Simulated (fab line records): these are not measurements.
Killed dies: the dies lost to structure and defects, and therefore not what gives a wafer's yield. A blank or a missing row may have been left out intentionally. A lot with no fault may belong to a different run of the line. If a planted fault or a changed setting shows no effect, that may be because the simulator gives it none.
Which tool was responsible? || flow sky130 || Sampling: 13 lots, 39 wafers, 2 of 708 route steps

== WHAT THE GAUGES SHOWED, per wafer ==
SKY_VIA2_THK_MEAS_01. Usual: VIA2_HDPCVD_THK 1186 nm, standard deviation 12.
{"lot": "L217", "measured": "day 35 05:24", "on": "film-metro-01", "VIA2_HDPCVD_THK (nm)": "1183 1172 1169", "flag": ""}
{"lot": "L218", "measured": "day 35 15:15", "on": "film-metro-02", "VIA2_HDPCVD_THK (nm)": "1172 1175 1173", "flag": ""}
{"lot": "L220", "measured": "day 36 13:17", "on": "film-metro-02", "VIA2_HDPCVD_THK (nm)": "1196 1192 1204", "flag": ""}
{"lot": "L221", "measured": "day 36 21:56", "on": "film-metro-01", "VIA2_HDPCVD_THK (nm)": "1178 1192 1180", "flag": ""}
{"lot": "L223", "measured": "day 37 06:41", "on": "film-metro-02", "VIA2_HDPCVD_THK (nm)": "1178 1180 1177", "flag": ""}
{"lot": "L222", "measured": "day 37 07:53", "on": "film-metro-02", "VIA2_HDPCVD_THK (nm)": "1198 1194 1200", "flag": ""}
{"lot": "L227", "measured": "day 38 14:02", "on": "film-metro-02", "VIA2_HDPCVD_THK (nm)": "1167 832 1161", "flag": "OFF"}
{"lot": "L233", "measured": "day 40 15:43", "on": "film-metro-02", "VIA2_HDPCVD_THK (nm)": "1199 1189 1209", "flag": ""}
{"lot": "L236", "measured": "day 41 12:16", "on": "film-metro-04", "VIA2_HDPCVD_THK (nm)": "1157 1177 1173", "flag": ""}
{"lot": "L237", "measured": "day 41 14:36", "on": "film-metro-04", "VIA2_HDPCVD_THK (nm)": "1187 1194 1199", "flag": ""}
{"lot": "L238", "measured": "day 41 20:52", "on": "film-metro-01", "VIA2_HDPCVD_THK (nm)": "1195 1189 1188", "flag": ""}
{"lot": "L239", "measured": "day 41 23:37", "on": "film-metro-04", "VIA2_HDPCVD_THK (nm)": "1184 1184 1188", "flag": ""}
{"lot": "L240", "measured": "day 42 05:23", "on": "film-metro-01", "VIA2_HDPCVD_THK (nm)": "1174 1189 1181", "flag": ""}

== TOOL THAT RAN EACH LOT (tool first, then ch and the chambers of the sampled wafers, then the start) ==
{"lot": "L217", "SKY_VIA2_HDPCVD_00": "hdpcvd-02 ch 0,1,2, day 35 05:16"}
{"lot": "L218", "SKY_VIA2_HDPCVD_00": "hdpcvd-02 ch 0,1, day 35 15:07"}
{"lot": "L220", "SKY_VIA2_HDPCVD_00": "hdpcvd-01 ch 1,2, day 36 13:09"}
{"lot": "L221", "SKY_VIA2_HDPCVD_00": "hdpcvd-01 ch 0,1,2, day 36 21:49"}
{"lot": "L223", "SKY_VIA2_HDPCVD_00": "hdpcvd-02 ch 0,1, day 37 06:32"}
{"lot": "L222", "SKY_VIA2_HDPCVD_00": "hdpcvd-02 ch 0,1, day 37 07:43"}
{"lot": "L227", "SKY_VIA2_HDPCVD_00": "hdpcvd-02 ch 0,2, day 38 13:55"}
{"lot": "L233", "SKY_VIA2_HDPCVD_00": "hdpcvd-01 ch 0,2, day 40 15:34"}
{"lot": "L236", "SKY_VIA2_HDPCVD_00": "hdpcvd-02 ch 0,1,2, day 41 12:08"}
{"lot": "L237", "SKY_VIA2_HDPCVD_00": "hdpcvd-02 ch 0,1,2, day 41 14:28"}
{"lot": "L238", "SKY_VIA2_HDPCVD_00": "hdpcvd-02 ch 0,1,2, day 41 20:44"}
{"lot": "L239", "SKY_VIA2_HDPCVD_00": "hdpcvd-02 ch 0,1,2, day 41 23:31"}
{"lot": "L240", "SKY_VIA2_HDPCVD_00": "hdpcvd-02 ch 0,1,2, day 42 05:17"}
- SKY_VIA2_HDPCVD_00: deposits SiO2, target thk 1180 nm, time 196.7 s.

== WHAT THE TOOLS THEMSELVES READ (means of the sampled wafers that have a number; where no wafer has one, the mark that the record gives instead) ==
The record holds no such reading with a usual standard deviation.

== THE ANSWER, worked out from the rows above alone ==
Rule: lot off if the mean of its wafers having a number is beyond 3 standard deviations from the usual mean. A lot without any number at a reading at which 4 lots or more have one is off too. Any other lot the step has rows for is counted as sound. Order of review: gauges by route order, followed by the tools' own readings, for which a lot's mean as printed above is used. The first step at which some lot is off is used, and at that step the reading that is off furthest; a lot without a number counts as furthest.
Off: at SKY_VIA2_THK_MEAS_01 (VIA2_HDPCVD_THK), L227.
If a tool, at a process step before that reading, ran all the lots that are off and no sound lot after the first of them, it fits. Those tools and the gauges at SKY_VIA2_THK_MEAS_01 are tried in the same way. None of those tried fits.

== WHAT WAS PUT IN BY THE SIMULATOR ==
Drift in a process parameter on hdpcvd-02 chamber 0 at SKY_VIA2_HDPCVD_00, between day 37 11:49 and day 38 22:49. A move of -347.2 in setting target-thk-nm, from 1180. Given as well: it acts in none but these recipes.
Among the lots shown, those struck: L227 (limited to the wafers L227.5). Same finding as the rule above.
